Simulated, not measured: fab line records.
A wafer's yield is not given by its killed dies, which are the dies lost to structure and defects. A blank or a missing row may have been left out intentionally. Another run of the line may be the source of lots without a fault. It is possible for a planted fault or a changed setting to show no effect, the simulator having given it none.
Commonality check across tools    flow gf180mcu    Sampled: 10 lots, 30 wafers

WHAT PROMPTED THE OPENING
2 of 10 lots carry a flag on the reading V2_W_RS at GF_V2_RS_MEAS_24. Wafers without a fault read 0.329 ohm/sq, standard deviation 0.0046.
Rule: flag the lot when none of its wafers has a number, or when each of its wafers that has one lies beyond 4 standard deviations from that mean. As for the other lots, they are considered sound.

lot   measured      on            V2_W_RS (ohm/sq), wafer by wafer  flag
L572  day 20 06:38  filmMetro-02  0.339 0.325 0.337                 
L576  day 21 17:52  filmMetro-01  0.330 0.332 0.331                 
L577  day 22 13:16  filmMetro-01  0.324 0.321 0.336                 
L583  day 24 06:08  filmMetro-04  0.404 0.387 0.399                 FLAGGED
L584  day 24 16:33  filmMetro-01  0.395 0.402 0.405                 FLAGGED
L589  day 26 05:37  filmMetro-02  0.321 0.331 0.331                 
L592  day 27 07:58  filmMetro-02  0.327 0.323 0.333                 
L594  day 27 18:29  filmMetro-01  0.329 0.330 0.332                 
L593  day 27 19:34  filmMetro-01  0.334 0.332 0.329                 
L595  day 28 01:19  filmMetro-01  0.327 0.328 0.326                 
The mean of the flagged lots' numbers is 0.399 ohm/sq, +0.070 ohm/sq from the usual (+15 standard deviations).

TOOL THAT RAN EACH LOT
The record keeps 1 process step preceding the reading, out of 602 steps on the route. Each cell gives the tool, then ch followed by the chambers the sampled wafers passed through, then the start.
lot   flag     GF_V2_CVD_23
L572           cvdW-02 ch 0,1, day 20 06:32
L576           cvdW-01 ch 0,1, day 21 17:44
L577           cvdW-02 ch 0,1, day 22 13:08
L583  FLAGGED  cvdW-01 ch 0,1, day 24 06:01
L584  FLAGGED  cvdW-01 ch 0,1, day 24 16:26
L589           cvdW-02 ch 0,1, day 26 05:30
L592           cvdW-02 ch 0,1, day 27 07:51
L594           cvdW-01 ch 0,1, day 27 18:22
L593           cvdW-02 ch 0, day 27 19:26
L595           cvdW-01 ch 1, day 28 01:11
What these steps do:
- GF_V2_CVD_23: deposits W, target thk 350 nm, time 104.94 s.
- GF_V2_RS_MEAS_24: measures by four-point-probe.

FLAGGED OVER TOTAL, TOOL BY TOOL (the gauges that took the reading come last)
step              tool          lots run  flagged  share of the flagged lots  sound lots run after its first flagged lot
GF_V2_CVD_23      cvdW-01       5         2        all                        2 (L594,L595)
GF_V2_CVD_23      cvdW-02       5         0        none                       -
GF_V2_RS_MEAS_24  filmMetro-01  6         1        some                       3 (L594,L593,L595)
GF_V2_RS_MEAS_24  filmMetro-02  3         0        none                       -
GF_V2_RS_MEAS_24  filmMetro-04  1         1        some                       0

WHAT IS ALLOWED BY THE TABLE
All flagged lots share 1 row of the table, namely cvdW-01 at GF_V2_CVD_23.
- cvdW-01 at GF_V2_CVD_23 ran 5 lots, 2 of them flagged. After the first flagged lot (L594, L595), sound lots still ran on it; a lasting fault on the whole tool would not permit that.
Not one row of the table ran every flagged lot while running no sound lot after the first.

WHAT THE SIMULATOR HAD PUT IN
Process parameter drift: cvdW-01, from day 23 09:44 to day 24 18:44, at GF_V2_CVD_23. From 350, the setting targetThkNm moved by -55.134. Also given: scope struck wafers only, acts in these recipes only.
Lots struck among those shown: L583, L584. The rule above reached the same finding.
